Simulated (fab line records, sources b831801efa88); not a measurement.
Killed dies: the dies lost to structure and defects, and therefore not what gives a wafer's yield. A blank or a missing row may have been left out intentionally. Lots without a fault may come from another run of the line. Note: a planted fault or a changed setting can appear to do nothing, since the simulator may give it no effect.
8D (eight disciplines) problem report, filled in by code	flow gf180mcu	the parts of the form that need people (team, actions taken, sign-off) are left out

== 1. WHAT WENT WRONG ==
Across 6 wafers from 2 lots, NWELL_RS at GF_VT_IMPLANT_RS_MEAS_47 averages 445.9 ohm/sq, while fault-free wafers read 488.2 ohm/sq with a standard deviation of 1.2. Measured from the usual mean, that is -35 standard deviations.
The step: measures by four-point-probe.
First seen on wafer L402.1, day 12 23:06, on filmMetro-03. The record holds 36 wafers of 12 lots with a number at this step. The rule behind "out" and "out of limits": a value lying over 4 standard deviations away from the usual mean. The other wafers with a number count as sound.

== 2. WHAT IT IS; WHAT IT IS NOT ==
question	is	is not
which readings at this step	NWELL_RS	-
which lots	L402, L404	L382, L385, L387, L388, L389, L392, L393, L394, L395, L398
which wafers of those lots	all that have a number	-
read on which gauges	filmMetro-01, filmMetro-03	filmMetro-04
when	from day 12 23:06	up to then (30 sound wafers)

== 3. THE SUSPECTS, EACH WITH WHAT RULES IT OUT ==
Counting: a tool at any process step up to the reading remains a suspect when it ran all the lots that are out and ran no sound lot after the first of those.
- ruled out: the gauge at GF_VT_IMPLANT_RS_MEAS_47. The wafers that are out were read on 2 gauges (filmMetro-01, filmMetro-03).
- implanter-03 at GF_NWELL_IMPLANT_08: kept. It processed each lot that is out, first L402 at day 7 19:46, and no sound lot thereafter; up to then, the last sound lot it processed was L398 at day 6 22:44. On those wafers its own readings are out: doseIonsCm2, faradayCurrentUA.
The count leaves implanter-03 at GF_NWELL_IMPLANT_08.

== 4. THE CAUSE (what the simulator had put in) ==
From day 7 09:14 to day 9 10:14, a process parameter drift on implanter-03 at GF_NWELL_IMPLANT_08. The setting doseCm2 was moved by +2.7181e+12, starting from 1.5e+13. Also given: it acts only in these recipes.
Counting left only this tool.

== 5. THE CHAIN OF EFFECTS, in route order ==
Each row: a reading where the mean over the struck wafers with a number is more than 3 standard deviations away from the usual. Readings are gone through only where the record gives a usual standard deviation; hours: the median, over the lots, of the time from a lot's start at the first step in this table giving one to that lot's start at this step; sigmas: the change measured in usual standard deviations.
hours	step	reading	usual	on struck wafers	change	sigmas
0	GF_NWELL_IMPLANT_08	doseIonsCm2	1.4999e+13	1.7719e+13	+2.7203e+12	+99 or more
0	GF_NWELL_IMPLANT_08	faradayCurrentUA	84.6	100.2	+15.6	+9.2
124	GF_VT_IMPLANT_RS_MEAS_47	NWELL_RS	488.2 ohm/sq	445.9	-42.3	-35
It contains these process steps:
- GF_NWELL_IMPLANT_08
At these later measuring or inspecting steps, every struck wafer for which the step has a row has a number for every such reading, and none has moved that far: GF_VT_IMPLANT_RS_MEAS_48, GF_M1_CD_MEAS_14, GF_V1_CD_MEAS_14.

== 6. HOW IT WOULD HAVE BEEN CAUGHT EARLIER ==
Counted from the fault's start at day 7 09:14, it took 134 hours until the first out-of-limits reading at a measuring or inspecting step in this record, taken at day 12 23:06.
Tool's own readings at GF_NWELL_IMPLANT_08, doseIonsCm2, faradayCurrentUA: out on all struck wafers the step has rows for; an alarm limit on them would have tripped on the first.
Each of the lots that are out, 2 in all, had begun GF_NWELL_IMPLANT_08 on implanter-03 no later than day 12 23:06. None of them would have been spared by holding the tool at that moment.
